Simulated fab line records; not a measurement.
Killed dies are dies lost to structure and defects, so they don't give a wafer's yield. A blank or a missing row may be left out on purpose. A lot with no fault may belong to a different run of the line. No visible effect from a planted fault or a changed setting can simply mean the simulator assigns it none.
Struck lot and sound lot, side by side | flow sky130 | 14 out of 708 route steps
Sound: these wafers, L215.2, L215.4, L215.5. Struck: wafers L223.1, L223.4, L223.5. The cause is given at the end.
For every step that has rows: the tool of each side, followed by ch and its chambers, followed by its first start. Under that, the readings that differ: sound wafers | struck wafers | difference of the means | sigmas: that difference in standard deviations of wafers without a fault.
alike: a reading whose means differ by less than 2 such deviations, as well as words and numbers matching on both sides. not compared: withheld readings; readings where some wafer has no value; bounds like >300 that might hide an equal value; numbers whose values overlap and for which the record gives no deviation.
The two part at a step that has a row with sigmas, a row that says differs or no value, or rows on one side only. Non-overlapping numbers with no deviation appear without sigmas and do not part them. A reading that every wafer of one side lacks parts them only if that side has two wafers or more.

SKY_CAP2M_METAL_ETCH_13: etches TiN in Cl2/BCl3, stops on SiO2, target depth 220 nm, time 62.9 s.
  sound on rie_metal-02 ch 0,1, day 41 06:54; struck on rie_metal-02 ch 0,1, day 43 10:27
  alike: drypump_motor_current_A, mfc_cl2_sccm, oes_product_au, throttle_valve_pct
  not compared: rf_hours_counter_h
SKY_CAP2M_STRIP_14: strips in O2/N2.
  sound on plasma_asher-04 ch 0,1, day 41 06:59; struck on plasma_asher-04 ch 0,1, day 43 10:32
  alike: drypump_motor_current_A, oes_product_au, strip_time_to_endpoint_s
  not compared: rf_hours_counter_h
then, 10 steps without rows for these wafers: SKY_CAP2M_STRIP_15 (strips in post etch residue remover, time 1200 s); SKY_CAP2M_CLEAN_16 (cleans in IPA, time 180 s); SKY_CAP2M_CLEAN_17 (cleans in O3/DIW); SKY_METAL4_DEHYDRATE_05 (time 60 s); SKY_METAL4_HMDS_06 (prime time 60 s); SKY_METAL4_COAT_07 (resist thk 60 nm); SKY_METAL4_COAT_08 (resist thk 1140 nm); SKY_METAL4_SOFTBAKE_09 (time 90 s); SKY_METAL4_EXPOSE_10 (exposes mask MM4, target cd 300 nm); SKY_METAL4_PEB_11.
SKY_METAL4_DEVELOP_12: develop time 60 s.
  sound on litho_track-02 ch 0, day 42 07:00; struck on litho_track-01, day 44 09:00
  no value came back on the struck wafers for chill_plate_temp_C (C), develop_time_s (s), developer_temp_C (C), exhaust_pa (Pa); on the sound wafers chill_plate_temp_C (C) reads 22.91 22.99 22.96
  reading                                       | sound          | struck         | difference | sigmas
  model.KrF-thick_of_METAL4_COAT_08.thk_nm (nm) | 1119 1125 1120 | 1140 1138 1139 | +18        |
SKY_METAL4_CD_MEAS_13 targets a cd of 300 nm.
  sound on cd_sem-02, day 42 07:50; struck on cd_sem-01, day 44 09:10
  reading    | sound             | struck | difference                    | sigmas
  cd_nm (nm) | 298.3 299.7 298.9 | - - -  | no value on the struck wafers |

## WHERE THEY PART
Last at SKY_METAL4_CD_MEAS_13 as far as this record goes, first at SKY_METAL4_DEVELOP_12.

WHY: what had been put in by the simulator
Beginning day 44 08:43, the whole step at SKY_METAL4_DEVELOP_12 was skipped on litho_track-01. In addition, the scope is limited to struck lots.
